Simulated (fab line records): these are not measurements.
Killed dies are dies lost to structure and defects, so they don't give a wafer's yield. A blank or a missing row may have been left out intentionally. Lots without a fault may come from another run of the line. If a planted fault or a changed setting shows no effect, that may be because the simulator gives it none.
Chamber matching / flow sky130 / SKY_FIELD_ISO_ETCH_17 on rieSi-01 has 4 sister chambers
The step etches Si in HBr/Cl2/O2, target depth 342 nm, time 97.7 s. 14 wafers are shown with their chamber, then 6 later ones without.

WAFERS PAIRED WITH THEIR CHAMBERS
wafer=L935.2; chamber=1; drypumpMotorCurrentA (A)=5.8; runLengthS (s)=126.2; throttleValvePct (%)=25.650
wafer=L935.4; chamber=2; drypumpMotorCurrentA (A)=6.1; runLengthS (s)=126.1; throttleValvePct (%)=25.655
wafer=L935.6; chamber=3; drypumpMotorCurrentA (A)=5.6; runLengthS (s)=126.5; throttleValvePct (%)=25.669
wafer=L939.1; chamber=1; drypumpMotorCurrentA (A)=5.8; runLengthS (s)=125.8; throttleValvePct (%)=25.668
wafer=L939.5; chamber=1; drypumpMotorCurrentA (A)=5.8; runLengthS (s)=125.7; throttleValvePct (%)=25.681
wafer=L942.2; chamber=2; drypumpMotorCurrentA (A)=6.0; runLengthS (s)=126.0; throttleValvePct (%)=25.639
wafer=L942.4; chamber=1; drypumpMotorCurrentA (A)=5.7; runLengthS (s)=125.5; throttleValvePct (%)=25.667
wafer=L942.6; chamber=3; drypumpMotorCurrentA (A)=5.6; runLengthS (s)=126.4; throttleValvePct (%)=25.662
wafer=L949.1; chamber=3; drypumpMotorCurrentA (A)=5.5; runLengthS (s)=126.4; throttleValvePct (%)=25.660
wafer=L949.3; chamber=2; drypumpMotorCurrentA (A)=6.1; runLengthS (s)=126.0; throttleValvePct (%)=25.654
wafer=L949.4; chamber=2; drypumpMotorCurrentA (A)=6.0; runLengthS (s)=126.1; throttleValvePct (%)=25.669
wafer=L950.2; chamber=2; drypumpMotorCurrentA (A)=6.0; runLengthS (s)=126.1; throttleValvePct (%)=25.666
wafer=L950.3; chamber=3; drypumpMotorCurrentA (A)=5.6; runLengthS (s)=126.4; throttleValvePct (%)=25.636
wafer=L950.4; chamber=0; drypumpMotorCurrentA (A)=4.7; runLengthS (s)=125.8; throttleValvePct (%)=25.642

SIGNATURES (means of the wafers above)
reading=drypumpMotorCurrentA; chamber 0=4.700; chamber 1=5.775; chamber 2=6.040; chamber 3=5.575; scatter within a chamber=0.052
reading=runLengthS; chamber 0=125.800; chamber 1=125.800; chamber 2=126.060; chamber 3=126.425; scatter within a chamber=0.167
reading=throttleValvePct; chamber 0=25.64200; chamber 1=25.66650; chamber 2=25.65660; chamber 3=25.65675; scatter within a chamber=0.0129
Rule: a wafer lies at a distance from a chamber equal to the root of the sum of squares, over the readings, of (its reading less the chamber's mean, divided by the reading's scatter). The wafer belongs to the nearest chamber; if the next one is less than 2 further off, it can't be placed. The scatter: the root of (the sum of the squares of (reading less its chamber's mean) over the shown wafers, divided by (wafers less chambers)).

WAFERS WITHOUT THEIR CHAMBER
wafer=L952.2; drypumpMotorCurrentA (A)=4.7; runLengthS (s)=126.1; throttleValvePct (%)=25.667
wafer=L952.3; drypumpMotorCurrentA (A)=5.6; runLengthS (s)=126.3; throttleValvePct (%)=25.650
wafer=L952.6; drypumpMotorCurrentA (A)=5.6; runLengthS (s)=126.8; throttleValvePct (%)=25.646
wafer=L958.2; drypumpMotorCurrentA (A)=5.8; runLengthS (s)=125.6; throttleValvePct (%)=25.662
wafer=L958.4; drypumpMotorCurrentA (A)=4.7; runLengthS (s)=126.1; throttleValvePct (%)=25.674
wafer=L958.6; drypumpMotorCurrentA (A)=6.1; runLengthS (s)=126.3; throttleValvePct (%)=25.657

EACH ONE'S CHAMBER
wafer=L952.2; from the rows above=0; in truth=0
wafer=L952.3; from the rows above=3; in truth=3
wafer=L952.6; from the rows above=3; in truth=3
wafer=L958.2; from the rows above=1; in truth=1
wafer=L958.4; from the rows above=0; in truth=0
wafer=L958.6; from the rows above=2; in truth=2
Correctly placed: 6 of 6. From these rows, 0 cannot be placed. Number placed wrongly: 0.
